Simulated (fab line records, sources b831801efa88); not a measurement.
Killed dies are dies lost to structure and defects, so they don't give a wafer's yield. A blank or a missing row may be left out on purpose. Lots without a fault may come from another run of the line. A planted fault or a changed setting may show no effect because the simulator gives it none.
A struck lot beside a sound one | flow sky130 | 22 steps out of a route of 708
Sound: wafers L585.1, L585.2, L585.4. Struck: wafers L603.4, L603.6. (L603.2 of the same lot was not struck and is left out.) The cause comes at the end.
At each step with rows: each side's tool, then ch and its chambers, then its first start. Under that, the readings that differ: sound wafers | struck wafers | difference of the means | sigmas: that difference in standard deviations of wafers without a fault.
alike: readings whose means differ by less than 2 such deviations, and words and numbers that are the same on both sides. not compared: withheld readings, readings that some wafer has no value for, bounds like >300 that may hide the same value, and numbers for which the record gives no deviation and whose values overlap.
The two part at a step that has a row with sigmas, a row that says differs or no value, or rows on one side only. Numbers that don't overlap but have no deviation are shown without sigmas and don't part them. A reading that every wafer of one side lacks parts them only if that side has two wafers or more.

SKY_SD_N_RTA_14: time 2 s.
  sound on rtp_anneal-01 ch 0, day 29 14:51; struck on rtp_anneal-02 ch 0, day 35 00:05
  reading            | sound             | struck      | difference | sigmas
  lamp_power_pct (%) | 15.85 15.79 15.85 | 15.67 15.76 | -0.12      | -2
  alike: wafer_temp_C_max
SKY_SD_N_RS_MEAS_16: measures by four-point-probe.
  sound on film_metro-04, day 29 15:01; struck on film_metro-03, day 35 00:16
  alike: SD_N_RS
SKY_SD_N_RS_MEAS_17: measures by four-point-probe.
  sound on film_metro-04, day 29 15:08; struck on film_metro-03, day 35 00:23
  alike: SD_P_RS
SKY_SD_N_RS_MEAS_18: measures by four-point-probe.
  sound on film_metro-04, day 29 15:16; struck on film_metro-03, day 35 00:31
  reading               | sound             | struck      | difference | sigmas
  RES_XHIGH_RS (ohm/sq) | 336.7 335.4 336.8 | 332.0 332.0 | -4.3       | -3
then, 2 steps without rows for these wafers: SKY_SALICIDE_CLEAN_00 (cleans in HF-last, time 30 s); SKY_LI_CONTACT_HDPCVD_00 (deposits PSG, target thk 930 nm, time 155 s).
SKY_LI_CONTACT_THK_MEAS_01:
  sound on film_metro-03, day 29 15:30; struck on film_metro-04, day 35 00:44
  alike: LI_CONTACT_HDPCVD_THK
SKY_LI_CONTACT_CMP_02: polishes PSG.
  sound on cmp-02 ch 0,1,3, day 29 15:34; struck on cmp-01 ch 1,2, day 35 00:47
  alike: motor_current_A, time_to_endpoint_s
SKY_LI_CONTACT_BOW_MEAS_03:
  sound on film_metro-02, day 29 15:52; struck on film_metro-03, day 35 01:07
  alike: LI_CONTACT_BOW
then, 2 steps without rows for these wafers: SKY_LI_CONTACT_DEHYDRATE_04 (time 60 s); SKY_LI_CONTACT_HMDS_05 (prime time 60 s).
SKY_LI_CONTACT_COAT_06: resist thk 60 nm.
  sound on litho_track-02 ch 0, day 30 05:08; struck on litho_track-01 ch 0, day 35 14:22
  alike: exhaust_pa
then, 5 steps without rows for these wafers: SKY_LI_CONTACT_COAT_07 (resist thk 450 nm); SKY_LI_CONTACT_SOFTBAKE_08 (time 90 s); SKY_LI_CONTACT_EXPOSE_09 (exposes mask LICM1, target cd 170 nm); SKY_LI_CONTACT_PEB_10; SKY_LI_CONTACT_DEVELOP_11 (develop time 60 s).
SKY_LI_CONTACT_CD_MEAS_12: target cd 170 nm.
  sound on cd_sem-02, day 30 19:38; struck on cd_sem-01, day 36 03:43
  alike: cd_nm
SKY_LI_CONTACT_OVL_MEAS_13:
  sound on overlay-01, day 30 19:45; struck on overlay-02, day 36 03:50
  alike: LI_CONTACT_OVL
SKY_LI_CONTACT_ETCH_14: etches BARC in N2/H2, stops on SiO2, time 45.9 s, target depth 60 nm.
  sound on rie_diel-03 ch 1,2,3, day 30 19:47; struck on rie_diel-03 ch 1,2, day 36 03:52
  reading                  | sound             | struck      | difference | sigmas
  oes_product_au (a.u.)    | 0.855 0.848 0.857 | 0.816 0.817 | -0.037     | -8
  model.etch.depth_nm (nm) | 59.84 59.81 59.92 | 54.74 54.68 | -5.15      |
  alike: chamber_pressure_mTorr, drypump_motor_current_A, throttle_valve_pct
  not compared: rf_hours_counter_h
SKY_LI_CONTACT_ETCH_15: etches PSG in C4F8/O2/Ar, stops on Si, target depth 600 nm.
  sound on rie_diel-03 ch 1,2,3, day 30 19:50; struck on rie_diel-03 ch 1,2, day 36 03:54
  alike: chamber_pressure_mTorr, oes_product_au
SKY_PAD_OPEN_PROBE_99:
  the record has rows for the sound wafers here (prober-02, day 46 23:25) and none for the struck ones

WHERE THEY PART
First at SKY_SD_N_RTA_14; last, within this record, at SKY_PAD_OPEN_PROBE_99.

WHY: what the simulator had put in
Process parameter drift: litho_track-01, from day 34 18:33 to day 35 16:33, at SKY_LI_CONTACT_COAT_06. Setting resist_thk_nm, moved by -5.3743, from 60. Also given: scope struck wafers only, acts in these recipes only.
